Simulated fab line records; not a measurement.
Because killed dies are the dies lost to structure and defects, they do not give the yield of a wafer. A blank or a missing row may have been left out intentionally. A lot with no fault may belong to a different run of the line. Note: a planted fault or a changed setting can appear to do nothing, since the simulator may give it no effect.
Which of the tools did it? -- flow sky130 -- Sampling: 14 lots, 42 wafers, 7 of 708 route steps

WHAT THE GAUGES SHOWED, per wafer
SKY_FIELD_ISO_THK_MEAS_02. Usual: FIELD_ISO_OXIDATION_00_THK gives 12.07 nm (standard deviation 0.24).
lot,measured,on,FIELD_ISO_OXIDATION_00_THK (nm),flag
L319,day 1 11:38,film-metro-04,12.12 11.98 11.89,
L320,day 1 16:42,film-metro-03,12.26 12.08 12.42,
L321,day 1 22:26,film-metro-03,12.35 12.25 12.26,
L322,day 2 02:50,film-metro-03,11.92 12.05 12.06,
L324,day 2 14:13,film-metro-02,12.56 12.66 12.52,
L325,day 2 17:39,film-metro-04,11.82 11.92 11.91,
L326,day 3 00:47,film-metro-04,11.85 12.09 12.00,
L328,day 3 09:13,film-metro-03,12.61 12.29 12.35,
L329,day 3 13:39,film-metro-04,12.37 12.24 12.36,
L332,day 4 05:53,film-metro-02,12.09 12.15 12.06,
L333,day 4 11:53,film-metro-03,12.20 12.24 12.12,
L340,day 5 21:31,film-metro-02,11.85 11.89 11.91,
L341,day 6 01:41,film-metro-03,11.79 12.04 11.92,
L342,day 6 07:04,film-metro-03,11.77 12.06 12.02,

SKY_VT_ADJUST_HVTP_TW_MEAS_11. Usual: VT_ADJUST_HVTP_TW gives 1357 (standard deviation 6.7).
lot,measured,on,VT_ADJUST_HVTP_TW,flag
L319,day 6 04:03,film-metro-02,1361 1362 1367,
L320,day 6 08:13,film-metro-03,1350 1360 1362,
L321,day 6 20:02,film-metro-03,1356 1356 1357,
L322,day 7 00:22,film-metro-01,1358 1359 1359,
L324,day 7 11:51,film-metro-01,1350 1349 1351,
L325,day 7 15:46,film-metro-02,1355 1360 1353,
L326,day 8 05:07,film-metro-03,1362 1359 1354,
L328,day 8 16:22,film-metro-01,1350 1360 1361,
L329,day 8 22:25,film-metro-02,1357 1357 1359,
L332,day 9 11:29,film-metro-01,1359 1353 1363,
L333,day 9 18:33,film-metro-03,1371 1358 1370,
L340,day 11 12:55,film-metro-01,1360 1354 1356,
L341,day 12 00:43,film-metro-03,1354 1352 1349,
L342,day 12 04:08,film-metro-01,1367 1356 1357,

SKY_POLY_GATE_THK_MEAS_01. Usual: POLY_GATE_CVD_00_THK gives 180.3 nm (standard deviation 1.6).
lot,measured,on,POLY_GATE_CVD_00_THK (nm),flag
L319,day 14 04:49,film-metro-03,181.9 181.7 183.1,
L320,day 14 09:16,film-metro-01,182.0 180.7 183.7,
L321,day 14 20:18,film-metro-02,180.2 179.0 179.0,
L322,day 15 05:05,film-metro-02,181.5 179.9 181.1,
L324,day 15 16:46,film-metro-03,180.5 180.9 178.0,
L325,day 15 23:13,film-metro-03,180.8 177.6 178.1,
L326,day 17 01:30,film-metro-01,179.4 180.1 180.0,
L328,day 17 08:22,film-metro-03,178.9 178.4 177.3,
L329,day 17 17:53,film-metro-02,180.8 182.4 179.6,
L332,day 18 12:44,film-metro-01,254.1 255.0 254.8,OFF
L333,day 18 23:22,film-metro-02,254.2 254.5 254.7,OFF
L340,day 21 09:08,film-metro-01,181.2 180.1 182.7,
L341,day 22 00:26,film-metro-01,179.3 178.9 178.9,
L342,day 22 02:55,film-metro-03,179.5 176.3 177.4,

SKY_SD_N_RS_MEAS_16: the measuring method here is four-point-probe. Usual: SD_N_RS gives 68.67 ohm/sq (standard deviation 0.17).
lot,measured,on,SD_N_RS (ohm/sq),flag
L319,day 28 02:17,film-metro-01,68.51 68.62 68.69,
L320,day 28 10:37,film-metro-01,68.65 68.64 68.54,
L321,day 28 18:56,film-metro-02,68.42 68.51 68.43,
L322,day 29 03:39,film-metro-03,68.85 68.80 68.88,
L324,day 29 15:46,film-metro-01,68.57 68.61 68.48,
L325,day 29 20:22,film-metro-01,68.55 68.61 68.51,
L326,day 31 01:31,film-metro-03,68.81 68.84 68.91,
L328,day 31 05:28,film-metro-03,68.70 68.89 68.81,
L329,day 31 18:07,film-metro-02,68.51 68.67 68.66,
L340,day 34 17:28,film-metro-03,69.11 68.89 68.94,
L341,day 35 10:03,film-metro-03,68.71 68.75 68.78,
L342,day 35 14:08,film-metro-02,68.64 68.46 68.53,

SKY_SD_N_RS_MEAS_17: the measuring method here is four-point-probe. Usual: SD_P_RS gives 147.3 ohm/sq (standard deviation 0.48).
lot,measured,on,SD_P_RS (ohm/sq),flag
L319,day 28 02:24,film-metro-01,147.6 147.2 147.7,
L320,day 28 10:44,film-metro-01,146.6 147.0 146.4,
L321,day 28 19:03,film-metro-02,146.6 147.0 146.9,
L322,day 29 03:46,film-metro-03,147.6 147.9 147.7,
L324,day 29 15:53,film-metro-01,146.7 146.7 146.4,
L325,day 29 20:29,film-metro-01,147.4 146.9 146.7,
L326,day 31 01:38,film-metro-03,147.9 147.3 147.8,
L328,day 31 05:35,film-metro-03,147.4 147.7 147.9,
L329,day 31 18:14,film-metro-02,146.8 147.1 146.7,
L340,day 34 17:35,film-metro-03,147.9 147.7 147.9,
L341,day 35 10:10,film-metro-03,147.6 147.8 147.6,
L342,day 35 14:15,film-metro-02,147.5 146.9 147.0,

TOOL THAT RAN EACH LOT (tool first, then ch and the chambers of the sampled wafers, then the start)
lot,SKY_POLY_GATE_CVD_00,SKY_RES_PROTECT_STRIP_07
L319,"lpcvd-01 ch 0, day 14 03:37","plasma-asher-02 ch 0, day 15 07:53"
L320,"lpcvd-01 ch 1, day 14 08:03","plasma-asher-01 ch 0,1, day 15 11:59"
L321,"lpcvd-01 ch 0, day 14 19:06","plasma-asher-01 ch 0,1, day 15 23:47"
L322,"lpcvd-01 ch 0, day 15 03:53","plasma-asher-04 ch 0,1, day 16 08:29"
L324,"lpcvd-01 ch 1, day 15 15:34","plasma-asher-04 ch 0,1, day 16 21:11"
L325,"lpcvd-01 ch 1, day 15 21:59","plasma-asher-01 ch 0,1, day 17 03:52"
L326,"lpcvd-01 ch 0, day 17 00:17","plasma-asher-04 ch 0,1, day 18 06:40"
L328,"lpcvd-01 ch 0, day 17 07:08","plasma-asher-01 ch 0,1, day 18 13:46"
L329,"lpcvd-01 ch 0, day 17 16:40","plasma-asher-02 ch 0,1, day 18 23:34"
L332,"lpcvd-01 ch 1, day 18 11:31","plasma-asher-01 ch 0,1, day 19 18:28"
L333,"lpcvd-01 ch 1, day 18 21:34","plasma-asher-02 ch 0,1, day 20 06:47"
L340,"lpcvd-01 ch 0, day 21 07:55","plasma-asher-04 ch 0,1, day 22 15:37"
L341,"lpcvd-01 ch 1, day 21 23:13","plasma-asher-01 ch 0,1, day 23 06:44"
L342,"lpcvd-01 ch 1, day 22 01:43","plasma-asher-01 ch 0,1, day 23 09:44"
- SKY_POLY_GATE_CVD_00: deposits poly-Si, target thk 180 nm, time 720 s.
- SKY_RES_PROTECT_STRIP_07: strips in O2/N2.

WHAT THE TOOLS THEMSELVES READ (means of the sampled wafers that have a number; where no wafer has one, the mark that the record gives instead)
SKY_POLY_GATE_CVD_00. Usual: susceptor-temp-C reads 619.99 C (standard deviation 0.26).
lot,tool,susceptor-temp-C (C),flag
L319,lpcvd-01,619.78,
L320,lpcvd-01,620.16,
L321,lpcvd-01,619.85,
L322,lpcvd-01,620.28,
L324,lpcvd-01,620.12,
L325,lpcvd-01,619.84,
L326,lpcvd-01,619.56,
L328,lpcvd-01,620.17,
L329,lpcvd-01,619.90,
L332,lpcvd-01,619.88,
L333,lpcvd-01,620.09,
L340,lpcvd-01,619.95,
L341,lpcvd-01,619.75,
L342,lpcvd-01,620.01,

SKY_RES_PROTECT_STRIP_07. Usual: drypump-motor-current-A 5.9 A, standard deviation 0.38; oes-product-au 0.517 a.u., standard deviation 0.0047; strip-time-to-endpoint-s 23.36 s, standard deviation 0.04.
lot,tool,drypump-motor-current-A (A),oes-product-au (a.u.),strip-time-to-endpoint-s (s),flag
L319,plasma-asher-02,5.6,0.519,23.30,
L320,plasma-asher-01,6.0,0.518,23.34,
L321,plasma-asher-01,5.9,0.515,23.37,
L322,plasma-asher-04,6.5,0.517,23.35,
L324,plasma-asher-04,6.5,0.519,23.28,
L325,plasma-asher-01,5.7,0.516,23.35,
L326,plasma-asher-04,6.4,0.515,23.38,
L328,plasma-asher-01,5.9,0.515,23.34,
L329,plasma-asher-02,5.7,0.514,23.36,
L332,plasma-asher-01,5.9,0.515,23.40,
L333,plasma-asher-02,5.7,0.516,23.36,
L340,plasma-asher-04,6.5,0.515,23.39,
L341,plasma-asher-01,5.7,0.513,23.39,
L342,plasma-asher-01,5.9,0.519,23.31,

THE ANSWER, worked out from the rows above alone
Rule: a lot is off if the mean of its wafers that have a number lies more than 3 standard deviations from the usual mean. A lot without any number at a reading at which 4 lots or more have one is off too. Where the step has rows for the other lots, those lots are counted as sound. Order of review: gauges by route order, followed by the tools' own readings, for which a lot's mean as printed above is used. At the first step where some lot is off, the reading lying furthest off is the one used; lots without a number count as furthest.
Off: L332, L333, at SKY_POLY_GATE_THK_MEAS_01 (POLY_GATE_CVD_00_THK).
A tool fits if, at a process step before that reading, it ran every lot that is off, and no sound lot after the first of them. The gauges at SKY_POLY_GATE_THK_MEAS_01 are tried like those tools. Of those tried, none fits.

WHAT THE SIMULATOR HAD PUT IN
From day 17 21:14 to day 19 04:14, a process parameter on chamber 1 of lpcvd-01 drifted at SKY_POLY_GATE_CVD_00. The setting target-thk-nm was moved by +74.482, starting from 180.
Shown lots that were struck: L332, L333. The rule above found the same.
